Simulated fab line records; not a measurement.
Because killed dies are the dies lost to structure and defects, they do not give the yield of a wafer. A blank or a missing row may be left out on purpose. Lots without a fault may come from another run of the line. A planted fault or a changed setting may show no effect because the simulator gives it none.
The tool behind it: which one? :: flow sky130 :: 33 wafers from 11 lots sampled at 2 of the route's 708 steps

WHAT EACH GAUGE READ, for each wafer
SKY_METAL1_CD_MEAS_15 targets a cd of 140 nm.
lot: L838
measured: day 32 12:29
on: cd-sem-01
cd-nm (nm): 139.8 140.2 141.0

lot: L839
measured: day 33 08:05
on: cd-sem-01
cd-nm (nm): 137.6 137.5 137.4

lot: L840
measured: day 33 15:37
on: cd-sem-01
cd-nm (nm): 138.8 139.2 140.6

lot: L841
measured: day 33 22:50
on: cd-sem-02
cd-nm (nm): 139.7 140.8 140.3

lot: L844
measured: day 34 21:42
on: cd-sem-02
cd-nm (nm): 143.1 143.3 142.7

lot: L847
measured: day 36 00:00
on: cd-sem-02
cd-nm (nm): 140.9 141.6 140.3

lot: L850
measured: day 36 16:26
on: cd-sem-02
cd-nm (nm): 140.6 140.3 139.1

lot: L855
measured: day 39 15:50
on: cd-sem-01
cd-nm (nm): 138.8 139.9 140.8

lot: L857
measured: day 39 17:08
on: cd-sem-02
cd-nm (nm): 140.7 140.8 140.7

lot: L860
measured: day 39 18:20
on: cd-sem-02
cd-nm (nm): 140.1 139.7 140.0

lot: L859
measured: day 39 21:26
on: cd-sem-02
cd-nm (nm): 138.0 140.2 139.8

WHAT TOOL EACH LOT RAN ON (gives the tool, then ch and the chambers of the sampled wafers, and finally the start)
lot: L838
SKY_CONTACT_CMP_04: cmp-01 ch 0,3, day 30 05:22

lot: L839
SKY_CONTACT_CMP_04: cmp-01 ch 1,2,3, day 30 23:19

lot: L840
SKY_CONTACT_CMP_04: cmp-02 ch 0,2,3, day 31 07:31

lot: L841
SKY_CONTACT_CMP_04: cmp-02 ch 0,2,3, day 31 14:02

lot: L844
SKY_CONTACT_CMP_04: cmp-02 ch 0,2,3, day 32 14:50

lot: L847
SKY_CONTACT_CMP_04: cmp-02 ch 2,3, day 33 16:30

lot: L850
SKY_CONTACT_CMP_04: cmp-02 ch 1,2,3, day 34 08:47

lot: L855
SKY_CONTACT_CMP_04: cmp-02 ch 0,1, day 37 10:11

lot: L857
SKY_CONTACT_CMP_04: cmp-01 ch 1,2,3, day 37 12:01

lot: L860
SKY_CONTACT_CMP_04: cmp-02 ch 0,1,2, day 37 13:49

lot: L859
SKY_CONTACT_CMP_04: cmp-01 ch 0,1,3, day 37 17:19
- SKY_CONTACT_CMP_04: polishes SiO2.

THE ANSWER, worked out from the rows above alone
Rule: what is usual is taken from the lots themselves. The widest of any qualifying gaps counts: lots, ordered by their means at a reading, are off when they make up no more than a third of the lots, leave a main group of 4 or more, and stand apart from it by 3 or more times the standard deviation of that group's means. The tables above print the reading to a certain number of digits; a main group whose means all agree to those digits is not used. A lot without any number at a reading at which 4 lots or more have one is off too. All remaining lots with rows at the step are treated as sound.
Nothing can be told from this: no lot is off at any reading shown.

WHAT THE SIMULATOR PUT IN
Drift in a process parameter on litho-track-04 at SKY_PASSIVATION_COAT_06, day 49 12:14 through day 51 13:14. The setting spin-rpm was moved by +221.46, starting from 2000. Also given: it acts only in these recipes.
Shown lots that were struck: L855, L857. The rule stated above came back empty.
